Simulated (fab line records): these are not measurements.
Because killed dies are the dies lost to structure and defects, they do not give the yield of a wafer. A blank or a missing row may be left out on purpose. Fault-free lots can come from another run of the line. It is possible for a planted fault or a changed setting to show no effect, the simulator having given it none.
The same fault as seen by 2 desks    flow sky130    numbers are kept per desk, each desk with only its own; the story behind them comes last

## TOOL OWNER'S DESK, lithoTrack-02
The tool's own readings at SKY_VIA1_DEVELOP_11 (develop time 60 s): means of the sampled wafers that have a number, for each lot that ran on this tool. A lot is out of limits, marked OUT, if its mean lies more than 4 standard deviations from the usual mean; the brackets give that distance.
Columns: A = chillPlateTempC at SKY_VIA1_DEVELOP_11, usual 22.99 C
lot   first seen here  A
L793  day 35 09:00     22.92
This desk's finding: nothing out of limits on the one lot.

## FROM THE METROLOGY DESK
Means of the sampled wafers that have a number, per lot and without regard to the tool the lot ran on: this is what the gauges read. A lot is out of limits, marked OUT, if its mean lies more than 4 standard deviations from the usual mean; the brackets give that distance.
Columns: A = METAL1_OVL at SKY_METAL1_OVL_MEAS_16, usual 3 nm
lot   first seen here  A
L789  day 33 10:58     9
L790  day 33 14:43     8
L791  day 33 20:01     -5
L793  day 34 08:23     10
L792  day 34 18:50     -1
L794  day 35 06:53     5
L795  day 35 12:13     8
L797  day 36 06:10     6
L798  day 36 19:55     1
L799  day 36 22:04     4
L800  day 37 00:32     -4
L801  day 37 07:13     3
L803  day 37 10:02     6
L810  day 39 10:53     4
L811  day 40 06:31     6
This desk found nothing out of limits on any of the 15 lots.

## ALL TOGETHER
Nothing out of limits was seen by the tool owner's desk.
The metrology desk saw nothing out of limits.

## WHAT THE SIMULATOR HAD INSERTED
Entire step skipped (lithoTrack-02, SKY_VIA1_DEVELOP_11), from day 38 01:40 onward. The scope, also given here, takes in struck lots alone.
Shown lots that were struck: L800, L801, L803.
